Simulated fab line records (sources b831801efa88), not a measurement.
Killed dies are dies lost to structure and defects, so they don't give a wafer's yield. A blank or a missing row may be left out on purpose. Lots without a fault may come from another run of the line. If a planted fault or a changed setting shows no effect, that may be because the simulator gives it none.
Which tool is to blame?	flow gf180mcu	12 lots with 36 wafers sampled at 4 steps, on a route of 602 steps

== WHAT EACH GAUGE READ, for each wafer ==
GF_M2_OVL_MEAS_15. Usual: M2_OVL typically reads -1 nm, with standard deviation 5.
lot	measured	on	M2_OVL (nm)	flag
L173	day 19 15:10	overlay-02	-6 -1 4	
L175	day 20 14:11	overlay-02	2 3 0	
L177	day 21 06:38	overlay-02	-11 -15 -13	
L179	day 21 23:39	overlay-02	-3 -4 0	
L180	day 22 12:59	overlay-01	-3 -5 -3	
L181	day 23 17:23	overlay-02	-10 -8 -8	
L184	day 24 05:50	overlay-01	-3 -7 -5	
L185	day 25 06:13	overlay-02	4 2 3	
L188	day 25 11:15	overlay-01	1 -7 -1	
L191	day 25 23:59	overlay-01	4 1 1	
L190	day 26 06:54	overlay-01	-4 -3 -1	
L192	day 26 13:27	overlay-02	-2 4 2	

GF_M3_CD_MEAS_14: target cd 280 nm. Usual: cdNm at 279.5 nm, with a standard deviation of 1.2.
lot	measured	on	cdNm (nm)	flag
L173	day 21 18:02	cdSem-01	279.6 280.1 279.9	
L175	day 22 16:37	cdSem-01	279.8 281.7 280.3	
L177	day 23 09:01	cdSem-02	278.5 278.2 278.1	
L179	day 24 00:41	cdSem-02	276.5 277.1 277.3	
L180	day 24 13:31	cdSem-01	280.5 280.5 280.2	
L181	day 25 16:01	cdSem-01	278.9 279.7 279.3	
L184	day 26 03:07	cdSem-02	280.6 281.4 279.4	
L185	day 27 03:18	cdSem-01	279.1 280.0 278.9	
L188	day 27 08:47	cdSem-02	279.0 277.9 276.9	
L191	day 27 19:49	cdSem-02	281.4 280.3 280.2	
L190	day 28 02:13	cdSem-01	279.4 279.3 279.8	
L192	day 28 09:13	cdSem-02	280.1 280.5 279.5	

== TOOL THAT RAN EACH LOT (tool first, then ch and the chambers of the sampled wafers, then the start) ==
lot	GF_V2_ETCH_16	GF_V2_CMP_26
L173	rieDiel-04 ch 0,1,2, day 20 16:49	cmp-02 ch 1,3, day 20 17:56
L175	rieDiel-02 ch 0,1,2, day 21 15:38	cmp-01 ch 0,1,2, day 21 16:48
L177	rieDiel-02 ch 0,1,2, day 22 07:34	cmp-02 ch 0,1,2, day 22 09:04
L179	rieDiel-03 ch 0,1,3, day 23 00:20	cmp-01 ch 1,2,3, day 23 01:31
L180	rieDiel-02 ch 0,3, day 23 13:37	cmp-02 ch 2,3, day 23 14:43
L181	rieDiel-03 ch 0,1,2, day 24 16:37	cmp-02 ch 0,2,3, day 24 17:44
L184	rieDiel-02 ch 0,3, day 25 04:58	cmp-02 ch 1,2,3, day 25 06:02
L185	rieDiel-04 ch 0,1,2, day 26 05:11	cmp-02 ch 0,3, day 26 06:17
L188	rieDiel-02 ch 0,2, day 26 10:26	cmp-02 ch 0,1, day 26 11:30
L191	rieDiel-04 ch 1,2,3, day 26 22:31	cmp-01 ch 0,2,3, day 26 23:38
L190	rieDiel-02 ch 0,2,3, day 27 05:02	cmp-01 ch 0,1,2, day 27 06:07
L192	rieDiel-02 ch 0,3, day 27 11:41	cmp-01 ch 1,3, day 27 12:53
- GF_V2_ETCH_16: etches BARC in N2/H2.
- GF_V2_CMP_26: polishes, stops on SiO2, t overpolish 15 s, target thk 0 nm.

== AS READ BY THE TOOLS THEMSELVES (means over the sampled wafers that have a number; for cases with no such wafer, the mark the record gives instead) ==
GF_V2_ETCH_16. Usual: drypumpMotorCurrentA 5.8 A, standard deviation 0.4; oesProductAu 0.854 a.u., standard deviation 0.0055; rfFwdPowerW 493.9 W, standard deviation 2.3; throttleValvePct 13.224 %, standard deviation 0.0089.
lot	tool	drypumpMotorCurrentA (A)	oesProductAu (a.u.)	rfFwdPowerW (W)	throttleValvePct (%)	flag
L173	rieDiel-04	5.5	0.854	494.8	13.226	
L175	rieDiel-02	5.9	0.860	491.9	13.219	
L177	rieDiel-02	5.9	0.856	494.4	13.240	
L179	rieDiel-03	5.7	0.854	493.5	13.220	
L180	rieDiel-02	6.0	0.853	493.7	13.227	
L181	rieDiel-03	5.9	0.854	492.2	13.223	
L184	rieDiel-02	6.0	0.851	494.6	13.228	
L185	rieDiel-04	5.5	0.856	494.4	13.218	
L188	rieDiel-02	6.0	0.855	494.8	13.224	
L191	rieDiel-04	5.6	0.858	495.5	13.225	
L190	rieDiel-02	5.9	0.860	494.6	13.235	
L192	rieDiel-02	6.0	0.861	493.5	13.224	

GF_V2_CMP_26. Usual: headPressurePsi 3.499 psi, standard deviation 0.008; motorCurrentA 10.4 A, standard deviation 1.1; overpolishRunS 15.001 s, standard deviation 0.0096; platenRpm 60.00 rpm, standard deviation 0.034; timeToEndpointS 84.6 s, standard deviation 2.8.
lot	tool	headPressurePsi (psi)	motorCurrentA (A)	overpolishRunS (s)	platenRpm (rpm)	timeToEndpointS (s)	flag
L173	cmp-02	3.503	11.2	14.993	60.02	86.1	
L175	cmp-01	3.502	10.5	15.007	59.99	86.8	
L177	cmp-02	3.495	10.2	14.997	59.99	85.8	
L179	cmp-01	3.506	10.6	15.003	60.01	87.3	
L180	cmp-02	3.499	9.6	14.997	59.98	84.2	
L181	cmp-02	3.501	9.7	15.000	59.98	83.4	
L184	cmp-02	3.496	10.5	15.007	60.00	83.8	
L185	cmp-02	3.497	10.5	15.001	66.02	74.6	OFF
L188	cmp-02	3.501	10.8	14.994	66.02	75.9	OFF
L191	cmp-01	3.505	9.9	14.993	59.99	85.5	
L190	cmp-01	3.503	10.7	15.001	60.01	85.9	
L192	cmp-01	3.499	11.3	14.995	59.99	84.2	

== THE ANSWER, worked out from the rows above alone ==
Rule: lot off if the mean of its wafers having a number is beyond 3 standard deviations from the usual mean. A lot without any number at a reading at which 4 lots or more have one is off too. The other lots that the step has rows for count as sound. First the gauges in route order, then the tools' own readings, where a lot's mean is used as printed above. At the first step where some lot is off, the reading lying furthest off is the one used; lots without a number count as furthest.
Off, at GF_V2_CMP_26 on platenRpm: L185, L188.
If a tool, at that step or one of the process steps before it, ran each lot that is off and ran no sound lot following the first of them, it fits. One candidate fits, namely cmp-02 at GF_V2_CMP_26. Its last sound lot is L184 (day 25 06:02), its first lot that is off L185 (day 26 06:17): a fault that began between those two fits.
The tool's own readings at GF_V2_CMP_26 bear it out: on the lots that are off they differ by more than 5 times the standard deviation of the sound lots' means. platenRpm reads 66.02 rpm there against 60.00 rpm on the sound lots; timeToEndpointS reads 75.2 s there against 85.3 s on the sound lots.

== WHAT HAD BEEN PUT IN BY THE SIMULATOR ==
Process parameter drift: cmp-02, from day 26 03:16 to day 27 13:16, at GF_V2_CMP_26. The setting platenRpm was moved by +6, starting from 60. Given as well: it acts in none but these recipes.
Lots struck among those shown: L185, L188. Same finding as the rule above.
